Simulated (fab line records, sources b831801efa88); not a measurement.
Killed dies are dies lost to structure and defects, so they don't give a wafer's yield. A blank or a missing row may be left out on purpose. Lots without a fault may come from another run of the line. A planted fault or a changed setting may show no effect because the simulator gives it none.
Which tool did it? | flow sky130 | 12 lots, 36 wafers sampled, at 3 steps of a route of 708

WHAT THE GAUGES READ, wafer by wafer
SKY_SD_P_OVL_MEAS_08. Usual: SD_P_OVL -0.7 nm, standard deviation 1.3.
lot  | measured     | on         | SD_P_OVL (nm)  | flag
L684 | day 25 01:33 | overlay-02 | -3.7 -4.6 -3.3 |
L685 | day 25 03:18 | overlay-02 | -1.9 -1.6 -1.0 |
L686 | day 25 09:04 | overlay-02 | 0.8 -0.8 -0.1  |
L687 | day 26 02:46 | overlay-02 | -0.8 -1.5 -1.9 |
L688 | day 26 08:54 | overlay-01 | 0.6 0.2 1.3    |
L693 | day 28 05:26 | overlay-01 | 0.4 2.3 -0.3   |
L696 | day 29 02:06 | overlay-02 | 0.2 -0.3 -0.2  |
L697 | day 29 03:00 | overlay-02 | -0.6 -1.4 -2.0 |
L704 | day 31 21:22 | overlay-01 | -0.4 -0.3 0.7  |
L705 | day 32 09:07 | overlay-02 | -2.7 -2.3 -1.6 |
L706 | day 32 10:54 | overlay-02 | 1.4 1.9 0.1    |
L707 | day 32 13:31 | overlay-02 | -1.0 -0.7 -1.2 |

SKY_SD_N_RS_MEAS_18: measures by four-point-probe. Usual: RES_XHIGH_RS 333.6 ohm/sq, standard deviation 1.3.
lot  | measured     | on            | RES_XHIGH_RS (ohm/sq) | flag
L684 | day 27 13:28 | film_metro-03 | 333.7 334.5 333.2     |
L685 | day 27 14:52 | film_metro-03 | 333.6 335.0 335.0     |
L686 | day 27 20:45 | film_metro-03 | 330.7 332.0 331.9     |
L687 | day 28 13:43 | film_metro-04 | 332.6 332.6 331.7     |
L688 | day 28 19:39 | film_metro-02 | 333.6 333.1 333.1     |
L693 | day 30 14:02 | film_metro-02 | 333.9 332.9 333.4     |
L696 | day 31 08:56 | film_metro-04 | 335.0 332.5 334.0     |
L697 | day 31 11:33 | film_metro-02 | 335.5 336.2 335.5     |
L704 | day 34 02:10 | film_metro-02 | 334.6 332.4 333.3     |
L705 | day 34 13:35 | film_metro-04 | 333.9 336.2 335.7     |
L706 | day 34 15:33 | film_metro-02 | 333.7 332.7 332.3     |
L707 | day 34 18:16 | film_metro-02 | 334.2 333.6 335.2     |

WHICH TOOL RAN EACH LOT (tool, then ch and the chambers of the sampled wafers, then the start)
lot  | SKY_POLY_CUT_ETCH_10
L684 | rie_diel-04 ch 0,2,3, day 23 18:40
L685 | rie_diel-03 ch 0,1,3, day 23 21:01
L686 | rie_diel-01 ch 0,2,3, day 24 03:19
L687 | rie_diel-01 ch 0,2,3, day 24 21:07
L688 | rie_diel-04 ch 0,1, day 25 04:40
L693 | rie_diel-04 ch 0,1,3, day 27 00:16
L696 | rie_diel-01 ch 0,1,3, day 27 21:52
L697 | rie_diel-04 ch 0,1, day 27 23:28
L704 | rie_diel-04 ch 0,3, day 30 18:58
L705 | rie_diel-04 ch 0,2, day 31 06:31
L706 | rie_diel-03 ch 0,2,3, day 31 08:19
L707 | rie_diel-01 ch 1,2,3, day 31 11:28
- SKY_POLY_CUT_ETCH_10: etches BARC in N2/H2, stops on SiO2, time 45.9 s, target depth 60 nm.

WHAT THE TOOLS THEMSELVES READ (means of the sampled wafers that have a number; where no wafer has one, the mark that the record gives instead)
SKY_POLY_CUT_ETCH_10. Usual: drypump_motor_current_A 5.8 A, standard deviation 0.31; oes_product_au 0.855 a.u., standard deviation 0.0052; throttle_valve_pct 13.224 %, standard deviation 0.011.
lot  | tool        | drypump_motor_current_A (A) | oes_product_au (a.u.) | throttle_valve_pct (%) | flag
L684 | rie_diel-04 | 5.9                         | 0.856                 | 13.223                 |
L685 | rie_diel-03 | 5.8                         | 0.854                 | 13.230                 |
L686 | rie_diel-01 | 5.8                         | 0.857                 | 13.231                 |
L687 | rie_diel-01 | 5.8                         | 0.858                 | 13.228                 |
L688 | rie_diel-04 | 5.9                         | 0.856                 | 13.222                 |
L693 | rie_diel-04 | 5.7                         | 0.857                 | 13.226                 |
L696 | rie_diel-01 | 5.9                         | 0.847                 | 13.232                 |
L697 | rie_diel-04 | 5.8                         | 0.852                 | 13.219                 |
L704 | rie_diel-04 | 5.6                         | 0.851                 | 13.225                 |
L705 | rie_diel-04 | 6.1                         | 0.851                 | 13.225                 |
L706 | rie_diel-03 | 5.9                         | 0.856                 | 13.226                 |
L707 | rie_diel-01 | 5.9                         | 0.849                 | 13.219                 |

THE ANSWER, worked out from the rows above alone
Rule: a lot is off if the mean of its wafers that have a number lies more than 3 standard deviations from the usual mean. A lot without any number at a reading at which 4 lots or more have one is off too. The other lots that the step has rows for count as sound. The gauges are gone through in route order, then the tools' own readings, and for those a lot's mean is taken as printed above. The first step at which some lot is off is used, and at that step the reading that is off furthest; a lot without a number counts as furthest.
No lot is off at any reading shown: from this, nothing can be told.

WHAT THE SIMULATOR HAD PUT IN
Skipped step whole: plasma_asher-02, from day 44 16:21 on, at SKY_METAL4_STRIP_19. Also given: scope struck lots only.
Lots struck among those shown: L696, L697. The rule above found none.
